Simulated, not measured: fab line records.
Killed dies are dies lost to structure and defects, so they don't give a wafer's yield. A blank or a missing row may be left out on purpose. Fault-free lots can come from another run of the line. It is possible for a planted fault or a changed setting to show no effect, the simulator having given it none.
The tool behind it: which one?    flow sky130    72 wafers from 24 lots sampled at 6 of the route's 708 steps

WHAT THE GAUGES SHOWED, per wafer
SKY_SPACER_THK_MEAS_01. Usual: for SPACER_CVD_00_THK the level is 43.1 nm and the standard deviation is 0.36.
lot   measured      on             SPACER_CVD_00_THK (nm)  flag
L074  day 22 17:51  film_metro-03  43.1 43.3 43.3          
L075  day 23 00:41  film_metro-03  43.4 43.4 43.4          
L076  day 23 10:52  film_metro-02  43.1 42.9 43.0          
L077  day 24 02:28  film_metro-02  43.0 42.8 42.6          
L078  day 24 05:59  film_metro-04  42.9 43.1 43.0          
L079  day 24 19:47  film_metro-04  42.5 42.7 42.5          
L080  day 25 09:14  film_metro-04  43.3 43.2 43.6          
L081  day 25 13:55  film_metro-04  43.3 43.2 43.3          
L082  day 25 22:25  film_metro-04  43.3 43.4 43.2          
L083  day 26 09:18  film_metro-04  43.2 43.5 43.3          
L084  day 26 15:19  film_metro-04  42.1 42.5 42.1          
L085  day 26 21:22  film_metro-04  42.9 42.8 43.1          
L086  day 27 03:44  film_metro-03  43.8 43.8 43.6          
L087  day 27 15:35  film_metro-03  43.4 43.5 43.3          
L088  day 28 04:38  film_metro-02  43.1 43.5 43.3          
L089  day 28 19:25  film_metro-02  43.7 43.8 43.5          
L090  day 29 03:18  film_metro-03  43.2 43.1 43.2          
L091  day 29 15:32  film_metro-03  43.0 43.1 42.9          
L092  day 29 19:08  film_metro-03  42.8 43.2 43.1          
L093  day 30 01:26  film_metro-03  42.7 43.3 43.2          
L094  day 30 03:59  film_metro-03  42.5 42.8 42.7          
L095  day 30 10:38  film_metro-03  43.0 43.0 43.4          
L097  day 30 19:15  film_metro-03  43.1 43.1 43.1          
L096  day 30 22:20  film_metro-03  43.1 43.2 43.7          

SKY_VIA3_THK_MEAS_01. Usual: for VIA3_HDPCVD_THK the level is 1634 nm and the standard deviation is 23.
lot   measured      on             VIA3_HDPCVD_THK (nm)  flag
L074  day 38 09:48  film_metro-02  1636 1639 1627        
L075  day 38 16:23  film_metro-01  1602 1601 1603        
L076  day 39 01:06  film_metro-01  1623 1681 1638        
L077  day 39 13:16  film_metro-02  1633 1624 1631        
L078  day 39 14:13  film_metro-03  1631 1634 1631        
L079  day 40 02:55  film_metro-02  1605 1654 1622        
L080  day 40 13:42  film_metro-01  1606 1614 1596        
L081  day 40 16:58  film_metro-01  1586 1628 1630        
L082  day 41 00:06  film_metro-03  1666 1592 1624        
L083  day 41 08:47  film_metro-03  1648 1644 1657        
L084  day 41 15:41  film_metro-01  1634 1617 1625        
L085  day 41 17:21  film_metro-03  1607 1639 1617        
L086  day 42 03:20  film_metro-02  1629 1665 1621        
L087  day 42 13:00  film_metro-02  1688 1625 1682        
L088  day 42 23:39  film_metro-02  1649 1640 1652        
L089  day 43 07:53  film_metro-01  1660 1635 1623        
L090  day 43 14:35  film_metro-02  1630 1637 1640        
L091  day 44 03:09  film_metro-03  1644 1610 1600        
L092  day 44 05:09  film_metro-01  1686 1626 1673        
L093  day 44 10:41  film_metro-02  1618 1630 1671        
L094  day 44 11:22  film_metro-01  1642 1613 1603        
L095  day 44 17:18  film_metro-02  1618 1605 1610        
L097  day 44 23:37  film_metro-02  1632 1650 1638        
L096  day 45 02:03  film_metro-02  1648 1626 1618        

SKY_METAL4_CD_MEAS_13: the cd target is 300 nm. Usual: cd_nm reads 299.8 nm (standard deviation 1.4).
lot   measured      on         cd_nm (nm)         flag
L074  day 41 14:08  cd_sem-01  296.7 298.2 298.2  
L075  day 41 20:44  cd_sem-01  300.1 301.2 299.3  
L076  day 42 06:06  cd_sem-01  300.9 300.5 300.1  
L077  day 42 15:04  cd_sem-01  301.9 302.4 302.4  
L078  day 42 16:20  cd_sem-01  299.9 300.1 298.6  
L079  day 43 04:26  cd_sem-02  298.8 300.0 299.8  
L080  day 43 14:29  cd_sem-01  299.6 298.7 298.1  
L081  day 43 17:18  cd_sem-01  298.3 297.6 296.8  
L082  day 44 00:25  cd_sem-01  299.3 301.6 300.4  
L083  day 44 08:59  cd_sem-01  300.0 300.3 299.7  
L084  day 44 15:06  cd_sem-02  299.2 299.2 298.7  
L085  day 44 16:28  cd_sem-02  299.4 297.9 298.3  
L086  day 45 01:12  cd_sem-01  300.8 300.2 301.7  
L087  day 45 10:25  cd_sem-02  298.2 297.6 299.9  
L088  day 45 20:13  cd_sem-01  300.7 300.6 301.0  
L089  day 46 02:48  cd_sem-02  299.0 297.3 297.8  
L090  day 46 10:58  cd_sem-02  298.8 297.7 298.6  
L091  day 46 21:59  cd_sem-01  299.4 299.0 299.1  
L092  day 46 23:10  cd_sem-01  300.3 301.7 299.5  
L093  day 47 03:54  cd_sem-02  302.1 301.1 300.9  
L094  day 47 04:43  cd_sem-02  301.6 302.7 300.1  
L095  day 47 11:24  cd_sem-02  300.6 300.7 299.9  
L097  day 47 16:30  cd_sem-01  298.9 299.1 299.0  
L096  day 47 17:56  cd_sem-02  299.9 300.3 301.1  

EACH LOT AND THE TOOL THAT RAN IT (in order: tool; ch and the chambers of the sampled wafers; start)
lot   SKY_CAPM_STRIP_14                     SKY_VIA3_CMP_02                SKY_METAL4_SPUTTER_03
L074  plasma_asher-01 ch 0,1, day 37 06:31  cmp-01 ch 0,1,2, day 38 09:55  pvd_sputter-02, day 39 12:47
L075  plasma_asher-04 ch 1, day 37 12:19    cmp-02 ch 1,2,3, day 38 16:29  pvd_sputter-04, day 39 19:16
L076  plasma_asher-04 ch 0,1, day 37 21:50  cmp-02 ch 0,2, day 39 01:09    pvd_sputter-04, day 40 04:16
L077  plasma_asher-04 ch 0,1, day 38 10:40  cmp-01 ch 0,2,3, day 39 13:25  pvd_sputter-03, day 40 15:11
L078  plasma_asher-01 ch 0,1, day 38 11:14  cmp-01 ch 1,3, day 39 14:16    pvd_sputter-04, day 40 16:22
L079  plasma_asher-02 ch 0,1, day 39 00:20  cmp-01 ch 0,1,2, day 40 02:58  pvd_sputter-04, day 41 04:56
L080  plasma_asher-02 ch 0,1, day 39 11:41  cmp-02 ch 0,1, day 40 13:48    pvd_sputter-03, day 41 16:05
L081  plasma_asher-01 ch 0,1, day 39 15:11  cmp-02 ch 1,3, day 40 17:01    pvd_sputter-02, day 41 18:40
L082  plasma_asher-01 ch 0,1, day 39 21:56  cmp-02 ch 0,1,3, day 41 00:10  pvd_sputter-04, day 42 02:07
L083  plasma_asher-04 ch 0,1, day 40 06:35  cmp-02 ch 0,2,3, day 41 08:50  pvd_sputter-02, day 42 10:44
L084  plasma_asher-02 ch 0,1, day 40 13:31  cmp-02 ch 0,2,3, day 41 15:45  pvd_sputter-04, day 42 16:59
L085  plasma_asher-02 ch 0,1, day 40 15:32  cmp-01 ch 0,2, day 41 17:24    pvd_sputter-04, day 42 19:15
L086  plasma_asher-04 ch 0, day 41 01:10    cmp-02 ch 1,2, day 42 03:26    pvd_sputter-04, day 43 04:30
L087  plasma_asher-04 ch 0,1, day 41 11:12  cmp-02 ch 0,1,3, day 42 13:11  pvd_sputter-04, day 43 13:53
L088  plasma_asher-02 ch 0, day 41 22:58    cmp-02 ch 0,1,2, day 42 23:43  pvd_sputter-03, day 44 00:20
L089  plasma_asher-04 ch 0,1, day 42 07:08  cmp-01 ch 1,2,3, day 43 07:56  pvd_sputter-04, day 44 07:56
L090  plasma_asher-04 ch 0,1, day 42 14:10  cmp-01 ch 1,2, day 43 14:40    pvd_sputter-03, day 44 14:34
L091  plasma_asher-04 ch 0,1, day 43 03:11  cmp-01 ch 1,2,3, day 44 03:22  pvd_sputter-02, day 45 03:47
L092  plasma_asher-04 ch 1, day 43 04:31    cmp-01 ch 0,2,3, day 44 05:15  pvd_sputter-02, day 45 05:05
L093  plasma_asher-04 ch 0,1, day 43 10:28  cmp-01 ch 1,2,3, day 44 10:53  pvd_sputter-04, day 45 10:25
L094  plasma_asher-02 ch 0,1, day 43 11:41  cmp-01 ch 0,1, day 44 11:26    pvd_sputter-03, day 45 11:01
L095  plasma_asher-02 ch 0,1, day 43 16:53  cmp-01 ch 0,1,2, day 44 17:21  pvd_sputter-02, day 45 17:17
L097  plasma_asher-01 ch 0,1, day 43 23:55  cmp-02 ch 0,1,2, day 44 23:47  pvd_sputter-04, day 45 22:34
L096  plasma_asher-02 ch 0,1, day 44 02:37  cmp-02 ch 0,3, day 45 02:10    pvd_sputter-02, day 46 01:05
- SKY_CAPM_STRIP_14: strips in O2/N2.
- SKY_VIA3_CMP_02: polishes SiO2.
- SKY_METAL4_SPUTTER_03: material Ti, target thk 5 nm, time 3.3 s.

WHAT THE TOOLS THEMSELVES READ (means of the sampled wafers that have a number; where no wafer has one, the mark that the record gives instead)
SKY_CAPM_STRIP_14. Usual: drypump_motor_current_A 5.7 A, standard deviation 0.45; oes_product_au 0.711 a.u., standard deviation 0.0042; strip_time_to_endpoint_s 12.65 s, standard deviation 0.058.
lot   tool             drypump_motor_current_A (A)  oes_product_au (a.u.)  strip_time_to_endpoint_s (s)  flag
L074  plasma_asher-01  5.9                          0.710                  12.59                         
L075  plasma_asher-04  5.5                          0.708                  12.55                         
L076  plasma_asher-04  5.9                          0.711                  12.61                         
L077  plasma_asher-04  5.7                          0.709                  12.76                         
L078  plasma_asher-01  5.8                          0.707                  12.66                         
L079  plasma_asher-02  5.1                          0.711                  12.67                         
L080  plasma_asher-02  5.4                          0.715                  12.63                         
L081  plasma_asher-01  5.9                          0.709                  12.67                         
L082  plasma_asher-01  5.9                          0.714                  12.76                         
L083  plasma_asher-04  5.7                          0.711                  12.54                         
L084  plasma_asher-02  5.1                          0.712                  12.66                         
L085  plasma_asher-02  5.1                          0.706                  12.65                         
L086  plasma_asher-04  6.1                          0.713                  12.71                         
L087  plasma_asher-04  5.8                          0.713                  12.63                         
L088  plasma_asher-02  5.8                          0.707                  12.61                         
L089  plasma_asher-04  5.7                          0.712                  12.63                         
L090  plasma_asher-04  5.9                          0.713                  12.67                         
L091  plasma_asher-04  5.7                          0.712                  12.65                         
L092  plasma_asher-04  5.5                          0.715                  12.60                         
L093  plasma_asher-04  5.9                          0.709                  12.73                         
L094  plasma_asher-02  5.5                          0.713                  12.59                         
L095  plasma_asher-02  5.1                          0.710                  12.67                         
L097  plasma_asher-01  6.0                          0.708                  12.66                         
L096  plasma_asher-02  5.1                          0.710                  12.70                         

SKY_VIA3_CMP_02. Usual: motor_current_A 11.9 A, standard deviation 1; platen_rpm 60.00 rpm, standard deviation 0.037.
lot   tool    motor_current_A (A)  platen_rpm (rpm)  flag
L074  cmp-01  11.9                 60.02             
L075  cmp-02  12.0                 60.02             
L076  cmp-02  11.4                 59.99             
L077  cmp-01  12.6                 59.98             
L078  cmp-01  11.5                 60.02             
L079  cmp-01  11.6                 60.01             
L080  cmp-02  12.4                 60.01             
L081  cmp-02  11.4                 59.98             
L082  cmp-02  12.0                 59.98             
L083  cmp-02  11.7                 60.00             
L084  cmp-02  11.3                 59.99             
L085  cmp-01  11.9                 60.01             
L086  cmp-02  12.4                 60.00             
L087  cmp-02  12.2                 59.98             
L088  cmp-02  11.7                 59.98             
L089  cmp-01  12.3                 60.01             
L090  cmp-01  11.6                 59.99             
L091  cmp-01  12.2                 60.01             
L092  cmp-01  12.5                 60.01             
L093  cmp-01  12.2                 59.99             
L094  cmp-01  11.1                 59.98             
L095  cmp-01  11.9                 60.02             
L097  cmp-02  12.1                 59.99             
L096  cmp-02  11.9                 60.01             

SKY_METAL4_SPUTTER_03. Usual: throttle_valve_pct reads 30.0 % (standard deviation 1.5).
lot   tool            throttle_valve_pct (%)  flag
L074  pvd_sputter-02  31.6                    
L075  pvd_sputter-04  28.9                    
L076  pvd_sputter-04  29.1                    
L077  pvd_sputter-03  30.1                    
L078  pvd_sputter-04  29.8                    
L079  pvd_sputter-04  28.9                    
L080  pvd_sputter-03  30.9                    
L081  pvd_sputter-02  31.5                    
L082  pvd_sputter-04  29.8                    
L083  pvd_sputter-02  30.6                    
L084  pvd_sputter-04  30.0                    
L085  pvd_sputter-04  29.0                    
L086  pvd_sputter-04  28.1                    
L087  pvd_sputter-04  29.1                    
L088  pvd_sputter-03  30.5                    
L089  pvd_sputter-04  29.7                    
L090  pvd_sputter-03  29.3                    
L091  pvd_sputter-02  30.6                    
L092  pvd_sputter-02  30.5                    
L093  pvd_sputter-04  29.2                    
L094  pvd_sputter-03  29.4                    
L095  pvd_sputter-02  30.4                    
L097  pvd_sputter-04  28.4                    
L096  pvd_sputter-02  32.3                    

THE ANSWER, worked out from the rows above alone
Rule: a lot is off if the mean of its wafers that have a number lies more than 3 standard deviations from the usual mean. Also off: a lot with no number at a reading for which 4 or more lots have one. All remaining lots with rows at the step are treated as sound. First the gauges in route order, then the tools' own readings, where a lot's mean is used as printed above. At the first step where some lot is off, the reading lying furthest off is the one used; lots without a number count as furthest.
No lot is off at any reading shown: from this, nothing can be told.

WHAT THE SIMULATOR HAD INSERTED
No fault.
